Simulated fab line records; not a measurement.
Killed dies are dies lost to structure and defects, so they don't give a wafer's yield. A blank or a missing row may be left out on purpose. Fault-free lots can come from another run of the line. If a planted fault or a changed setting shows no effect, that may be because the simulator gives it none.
Tool commonality check | flow gf180mcu | 42 wafers sampled across 14 lots

== THE REASON FOR OPENING IT ==
3 of 14 lots carry a flag on the reading SAB_CVD_00_THK at GF_SAB_THK_MEAS_01. Fault-free wafers read 50.1 nm, with a standard deviation of 0.77.
Rule: flag the lot when none of its wafers has a number, or when each of its wafers that has one lies beyond 4 standard deviations from that mean. As for the other lots, they are considered sound.

lot  | measured     | on            | SAB_CVD_00_THK (nm), wafer by wafer | flag
L719 | day 14 07:52 | film metro-04 | 51.0 50.6 50.3                      |
L721 | day 14 20:26 | film metro-04 | 49.5 50.4 50.5                      |
L723 | day 15 16:38 | film metro-03 | 50.4 51.4 51.8                      |
L724 | day 16 01:34 | film metro-02 | 49.0 49.0 50.2                      |
L725 | day 16 03:41 | film metro-02 | 49.2 49.2 50.3                      |
L726 | day 16 14:05 | film metro-02 | 50.6 50.4 51.0                      |
L730 | day 18 01:19 | film metro-02 | 48.4 49.9 49.6                      |
L734 | day 19 13:26 | film metro-03 | 43.6 43.6 42.8                      | FLAGGED
L735 | day 19 21:42 | film metro-03 | 43.3 44.6 44.9                      | FLAGGED
L736 | day 20 06:17 | film metro-04 | 49.7 49.8 50.4                      |
L737 | day 20 14:56 | film metro-02 | 43.0 42.6 43.3                      | FLAGGED
L739 | day 21 14:58 | film metro-04 | 49.4 49.6 51.0                      |
L741 | day 22 07:16 | film metro-03 | 50.5 50.2 52.0                      |
L742 | day 22 07:30 | film metro-02 | 49.7 49.5 50.5                      |
The mean of the flagged lots' numbers is 43.5 nm, -6.6 nm from the usual (-9 standard deviations).

== LOT BY LOT: THE TOOL USED ==
The record keeps 1 process step preceding the reading, out of 602 steps on the route. Read each cell as the tool, then ch plus the chambers that the sampled wafers visited, then the start.
lot  | flag    | GF_SAB_CVD_00
L719 |         | pecvd-04 ch 0,1, day 14 07:51
L721 |         | pecvd-02 ch 1,2, day 14 20:25
L723 |         | pecvd-04 ch 0,1,2, day 15 16:37
L724 |         | pecvd-02 ch 0,1,2, day 16 01:31
L725 |         | pecvd-02 ch 0,1,2, day 16 03:40
L726 |         | pecvd-04 ch 1,2, day 16 14:04
L730 |         | pecvd-02 ch 1,2, day 18 01:16
L734 | FLAGGED | pecvd-04 ch 0,1,2, day 19 13:25
L735 | FLAGGED | pecvd-04 ch 0, day 19 21:40
L736 |         | pecvd-01 ch 1,2, day 20 06:16
L737 | FLAGGED | pecvd-04 ch 0,1, day 20 14:55
L739 |         | pecvd-02 ch 0,1,2, day 21 14:57
L741 |         | pecvd-01 ch 0,2, day 22 07:15
L742 |         | pecvd-02 ch 0,1, day 22 07:29
What these steps do:
- GF_SAB_CVD_00: deposits SiO2 from TEOS, target thk 50 nm, time 4.9302 s.
- GF_SAB_THK_MEAS_01

== FLAGGED OVER TOTAL, TOOL BY TOOL (the gauges that took the reading come last) ==
step               | tool          | lots run | flagged | share of the flagged lots | sound lots run after its first flagged lot
GF_SAB_CVD_00      | pecvd-01      | 2        | 0       | none                      | -
GF_SAB_CVD_00      | pecvd-02      | 6        | 0       | none                      | -
GF_SAB_CVD_00      | pecvd-04      | 6        | 3       | all                       | 0
GF_SAB_THK_MEAS_01 | film metro-02 | 6        | 1       | some                      | 1 (L742)
GF_SAB_THK_MEAS_01 | film metro-03 | 4        | 2       | some                      | 1 (L741)
GF_SAB_THK_MEAS_01 | film metro-04 | 4        | 0       | none                      | -

== WHAT IS ALLOWED BY THE TABLE ==
1 row of the table ran every flagged lot: pecvd-04 at GF_SAB_CVD_00.
- pecvd-04 at GF_SAB_CVD_00 ran 6 lots, 3 of them flagged. A fault beginning between L726 (day 16 14:04), its last sound lot, and L734 (day 19 13:25), its first flagged one, fits the data.
One tool is left: pecvd-04 at GF_SAB_CVD_00.

== WHAT THE SIMULATOR HAD INSERTED ==
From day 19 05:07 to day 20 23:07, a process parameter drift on pecvd-04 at GF_SAB_CVD_00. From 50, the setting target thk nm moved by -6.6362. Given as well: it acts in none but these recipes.
Lots struck among those shown: L734, L735, L737. The same result came from the rule above.
